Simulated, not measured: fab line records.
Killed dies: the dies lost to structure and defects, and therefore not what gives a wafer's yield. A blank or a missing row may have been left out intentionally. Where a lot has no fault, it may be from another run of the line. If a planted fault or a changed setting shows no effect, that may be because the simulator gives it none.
Chamber matching ; flow sky130 ; cmp-02 running SKY_VIA1_CMP_24: 4 sister chambers
The step polishes, stops on SiO2, t overpolish 15 s, target thk 0 nm. 18 wafers are shown with their chamber, then 9 later ones without.

## WAFERS WITH THEIR CHAMBER
wafer;chamber;motor_current_A (A);overpolish_run_s (s);time_to_endpoint_s (s)
L245.3;1;10.6;15.003;63
L245.4;2;12.3;15.005;68
L245.6;1;11.0;14.999;63
L255.1;3;11.4;14.995;69
L255.2;0;10.9;15.006;70
L255.6;3;11.3;14.999;70
L258.3;1;10.8;14.995;65
L258.4;3;11.0;15.008;62
L258.6;0;11.3;15.004;64
L259.1;2;11.8;15.001;64
L259.4;0;11.4;15.010;62
L259.6;3;11.1;15.001;67
L260.1;0;10.7;15.004;64
L260.5;2;12.0;14.999;68
L260.6;1;10.9;14.998;64
L263.1;2;12.7;14.997;69
L263.4;3;10.9;15.008;70
L263.5;2;12.2;15.004;68

SIGNATURES (means of the wafers above)
reading;chamber 0;chamber 1;chamber 2;chamber 3;scatter within a chamber
motor_current_A;11.075;10.825;12.200;11.140;0.273
overpolish_run_s;15.00600;14.99875;15.00120;15.00220;0.00407
time_to_endpoint_s;65.00;63.75;67.40;67.60;2.66
Rule: for a wafer and a chamber, the distance is found by dividing, reading by reading, the gap between the wafer's reading and the chamber's mean by the reading's scatter, squaring, summing and taking the root. If the next closest chamber is less than 2 further off than the closest, the wafer can't be placed; otherwise it belongs to the closest. The scatter: take each reading less its chamber's mean, square it, sum over the shown wafers, divide by the number of wafers less the number of chambers, and take the root.

## WAFERS WITHOUT THEIR CHAMBER
wafer;motor_current_A (A);overpolish_run_s (s);time_to_endpoint_s (s)
L264.2;11.3;15.012;64
L264.5;10.8;15.006;67
L264.6;12.9;14.995;67
L265.1;11.5;14.999;63
L265.2;10.8;14.993;70
L265.6;11.0;14.998;65
L267.2;11.0;14.996;69
L267.5;12.5;14.991;70
L267.6;10.7;15.002;71

## WHICH CHAMBER EACH WENT THROUGH
wafer;from the rows above;in truth
L264.2;can't be placed: 0 or 3 or 1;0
L264.5;can't be placed: 0 or 3 or 1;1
L264.6;2;2
L265.1;can't be placed: 3 or 0 or 1 or 2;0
L265.2;can't be placed: 3 or 1 or 0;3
L265.6;can't be placed: 1 or 3 or 0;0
L267.2;can't be placed: 3 or 1 or 0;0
L267.5;2;2
L267.6;can't be placed: 3 or 0 or 1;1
Placed correctly: 2 of 9. These rows do not allow placing 7 (true chamber among the candidates in 7). Number placed wrongly: 0.
